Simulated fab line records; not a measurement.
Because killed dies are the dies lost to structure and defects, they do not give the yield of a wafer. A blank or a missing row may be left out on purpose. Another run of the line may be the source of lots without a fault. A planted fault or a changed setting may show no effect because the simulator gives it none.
The tool behind it: which one? ; flow sky130 ; 6 lots with 18 wafers sampled at 3 steps, on a route of 708 steps

## WHAT THE GAUGES SHOWED, per wafer
SKY_VT_ADJUST_LVTN_OVL_MEAS_18.
lot;measured;on;VT_ADJUST_LVTN_01_OVL (nm)
L821;day 7 17:45;overlay-02;-0.3 0.1 0.9
L824;day 8 15:10;overlay-02;- - -
L833;day 11 11:46;overlay-02;4.3 0.1 0.4
L836;day 12 07:22;overlay-02;-1.0 -2.2 -1.7
L839;day 13 09:12;overlay-02;-1.1 -0.8 -0.4
L841;day 13 15:13;overlay-02;0.4 -2.1 -1.0

## WHAT TOOL EACH LOT RAN ON (gives the tool, then ch and the chambers of the sampled wafers, and finally the start)
lot;SKY_FIELD_ISO_ETCH_15;SKY_VT_ADJUST_LVTN_EXPOSE_15
L821;rie_diel-02 ch 0,1,2, day 2 09:49;iline_stepper-01 ch 0, day 7 08:14
L824;rie_diel-04 ch 0,1,3, day 3 00:59;iline_stepper-02 ch 0, day 8 05:31
L833;rie_diel-02 ch 2,3, day 5 02:01;iline_stepper-01 ch 0, day 11 00:34
L836;rie_diel-02 ch 0,2,3, day 5 15:38;iline_stepper-01 ch 0, day 11 19:43
L839;rie_diel-02 ch 0,1,3, day 6 07:19;iline_stepper-01 ch 0, day 12 20:27
L841;rie_diel-03 ch 0,3, day 6 17:01;iline_stepper-01 ch 0, day 13 02:47
- SKY_FIELD_ISO_ETCH_15: etches the open film in CHF3/O2, stops on Si, target depth 180 nm, time 72 s.
- SKY_VT_ADJUST_LVTN_EXPOSE_15: exposes mask HVN STD DERIVED, target cd 600 nm.

## THE ANSWER, worked out from the rows above alone
Rule: the lots themselves supply what counts as usual. Put in order of their means at a reading, lots are off if they are a third of the lots or fewer, leave a main group of 4 or more, and stand apart from it by a gap of 3 or more times the standard deviation of the main group's means; of several such gaps the widest counts. Not used: any main group whose means are identical at the precision the tables above print for the reading. A lot without any number at a reading at which 4 lots or more have one is off too. The other lots that the step has rows for count as sound.
Off: L824, seen at SKY_VT_ADJUST_LVTN_OVL_MEAS_18 (VT_ADJUST_LVTN_01_OVL). Without a number there: L824. Main group: mean -0.3 nm, sd 1.1.
If a tool, at a process step before that reading, ran all the lots that are off and no sound lot after the first of them, it fits. Those tools and the gauges at SKY_VT_ADJUST_LVTN_OVL_MEAS_18 are tried in the same way. Can't be told from this: 2 tools fit, rie_diel-04 at SKY_FIELD_ISO_ETCH_15, iline_stepper-02 at SKY_VT_ADJUST_LVTN_EXPOSE_15.

## WHAT WAS PUT IN BY THE SIMULATOR
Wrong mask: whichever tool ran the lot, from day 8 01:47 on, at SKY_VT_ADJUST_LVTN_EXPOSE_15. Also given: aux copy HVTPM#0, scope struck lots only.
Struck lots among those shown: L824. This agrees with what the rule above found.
